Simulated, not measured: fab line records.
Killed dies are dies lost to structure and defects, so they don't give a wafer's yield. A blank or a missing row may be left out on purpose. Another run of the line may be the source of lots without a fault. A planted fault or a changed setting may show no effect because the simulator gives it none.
Matching of chambers | flow gf180mcu | GF_V2_CVD_02 on pecvd-01 has 3 sister chambers
The step deposits SiO2 from TEOS, target thk 850 nm, time 94.851 s. 3 wafers are shown with their chamber, then 9 later ones without.

## WAFERS PAIRED WITH THEIR CHAMBERS
wafer  | chamber | heater power w (W)
L078.3 | 0       | 776
L081.4 | 2       | 694
L081.5 | 1       | 587

## WAFERS WHOSE CHAMBER IS MISSING
wafer  | heater power w (W)
L083.1 | 703
L083.2 | 610
L083.3 | 642
L084.4 | 669
L084.5 | 743
L084.6 | 594
L087.4 | 635
L087.5 | 590
L087.6 | 569

## WHICH CHAMBER EACH ONE RAN IN
wafer  | from the rows above     | in truth
L083.1 | 2                       | 2
L083.2 | 1                       | 1
L083.3 | can't be placed: 2 or 1 | 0
L084.4 | can't be placed: 2 or 1 | 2
L084.5 | can't be placed: 0 or 2 | 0
L084.6 | 1                       | 1
L087.4 | can't be placed: 1 or 2 | 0
L087.5 | 1                       | 1
L087.6 | 1                       | 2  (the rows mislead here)
Placed correctly: 4 of 9. Can't be placed from these rows: 4 (the true chamber is among the candidates in 2). 1 placed wrongly.
How it was worked out, from the rows above alone: a wafer's distance from a chamber is the root of the sum, over the readings, of the square of ((its reading less the chamber's mean) divided by the reading's scatter). If the next closest chamber is less than 2 further off than the closest, the wafer can't be placed; otherwise it belongs to the closest. Each chamber's mean is taken over the wafers shown for it. The scatter (one wafer shown for each chamber): square how far every hidden wafer sits from the nearest shown wafer, average those squares and take the square root.
